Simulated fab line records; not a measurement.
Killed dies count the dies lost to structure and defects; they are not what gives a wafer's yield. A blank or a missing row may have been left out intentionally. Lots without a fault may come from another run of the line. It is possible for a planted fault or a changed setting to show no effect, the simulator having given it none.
Which tool is to blame? ; flow sky130 ; 13 lots with 39 wafers sampled at 3 steps, on a route of 708 steps

WHAT EACH GAUGE READ, for each wafer
SKY_NWELL_OVL_MEAS_23. Usual: NWELL_01_OVL gives -0.3 nm (standard deviation 1.3).
lot;measured;on;NWELL_01_OVL (nm);flag
L995;day 5 09:13;overlay-01;0.9 1.0 1.1;
L998;day 6 02:22;overlay-02;0.1 -0.8 -0.3;
L999;day 6 06:16;overlay-02;-1.6 -1.1 -3.2;
L101;day 6 23:56;overlay-01;-1.1 -0.3 -0.6;
L102;day 7 03:17;overlay-01;-0.5 -0.2 0.0;
L103;day 7 08:48;overlay-01;-3.0 -0.4 1.1;
L105;day 7 21:01;overlay-02;0.5 -0.5 2.0;
L106;day 8 00:35;overlay-02;-2.7 -0.8 -1.4;
L114;day 10 05:46;overlay-01;-0.4 1.0 1.2;
L115;day 10 12:01;overlay-02;1.8 1.7 1.4;
L116;day 10 15:54;overlay-01;1.8 0.9 0.3;
L117;day 11 08:40;overlay-02;-0.9 2.0 0.5;
L118;day 11 09:35;overlay-01;0.0 1.0 -0.8;

SKY_VT_ADJUST_HVTP_TW_MEAS_11. Usual: VT_ADJUST_HVTP_TW gives 1360 (standard deviation 5.9).
lot;measured;on;VT_ADJUST_HVTP_TW;flag
L995;day 6 04:32;film metro-03;1370 1363 1358;
L998;day 6 22:47;film metro-04;1364 1368 1360;
L999;day 7 02:41;film metro-03;1355 1361 1356;
L101;day 7 20:27;film metro-02;1352 1352 1350;
L102;day 8 00:26;film metro-04;1362 1361 1359;
L103;day 8 06:47;film metro-02;1362 1365 1367;
L105;day 8 18:28;film metro-02;1363 1363 1357;
L106;day 8 23:08;film metro-02;1360 1358 1358;
L114;day 11 04:55;film metro-02;1353 1358 1347;
L115;day 11 11:23;film metro-04;1360 1367 1351;
L116;day 11 16:06;film metro-04;1360 1353 1360;
L117;day 12 08:44;film metro-03;1361 1369 1366;
L118;day 12 09:55;film metro-04;1364 1361 1362;

SKY_VT_ADJUST_LVTN_OVL_MEAS_07. Usual: VT_ADJUST_LVTN_OVL gives -0.3 nm (standard deviation 1.6).
lot;measured;on;VT_ADJUST_LVTN_OVL (nm);flag
L995;day 6 23:16;overlay-01;-0.7 -0.5 1.4;
L998;day 7 17:45;overlay-02;-0.9 0.4 -1.5;
L999;day 7 22:46;overlay-01;-2.7 -4.2 -2.0;
L101;day 8 17:22;overlay-02;1.8 0.0 -1.7;
L102;day 8 21:28;overlay-02;1.2 2.4 -0.7;
L103;day 9 03:19;overlay-02;1.6 1.3 0.9;
L105;day 9 16:41;overlay-02;-4.2 -2.3 -3.7;
L106;day 9 21:37;overlay-01;-1.7 0.4 0.4;
L114;day 12 03:52;overlay-02;0.7 -3.0 -0.4;
L115;day 12 10:44;overlay-02;-0.4 -0.1 -0.8;
L116;day 12 14:56;overlay-02;-3.9 -2.0 -2.2;
L117;day 13 08:46;overlay-02;-0.6 -0.9 0.0;
L118;day 13 11:11;overlay-01;-0.1 -0.2 -3.3;

WHICH TOOL RAN EACH LOT (tool, then ch and the chambers of the sampled wafers, then the start)
The record holds no process step before these readings.

AS READ BY THE TOOLS THEMSELVES (means over the sampled wafers that have a number; for cases with no such wafer, the mark the record gives instead)
The record holds no such reading with a usual standard deviation.

THE ANSWER, worked out from the rows above alone
Rule: a lot is off if the mean of its wafers that have a number lies more than 3 standard deviations from the usual mean. A lot without any number at a reading at which 4 lots or more have one is off too. All remaining lots with rows at the step are treated as sound. After the gauges, taken in route order, come the tools' own readings; for these a lot's mean is taken, as printed above. At the first step where some lot is off, the reading lying furthest off is the one used; lots without a number count as furthest.
No lot is off at any reading shown: from this, nothing can be told.

WHAT HAD BEEN PUT IN BY THE SIMULATOR
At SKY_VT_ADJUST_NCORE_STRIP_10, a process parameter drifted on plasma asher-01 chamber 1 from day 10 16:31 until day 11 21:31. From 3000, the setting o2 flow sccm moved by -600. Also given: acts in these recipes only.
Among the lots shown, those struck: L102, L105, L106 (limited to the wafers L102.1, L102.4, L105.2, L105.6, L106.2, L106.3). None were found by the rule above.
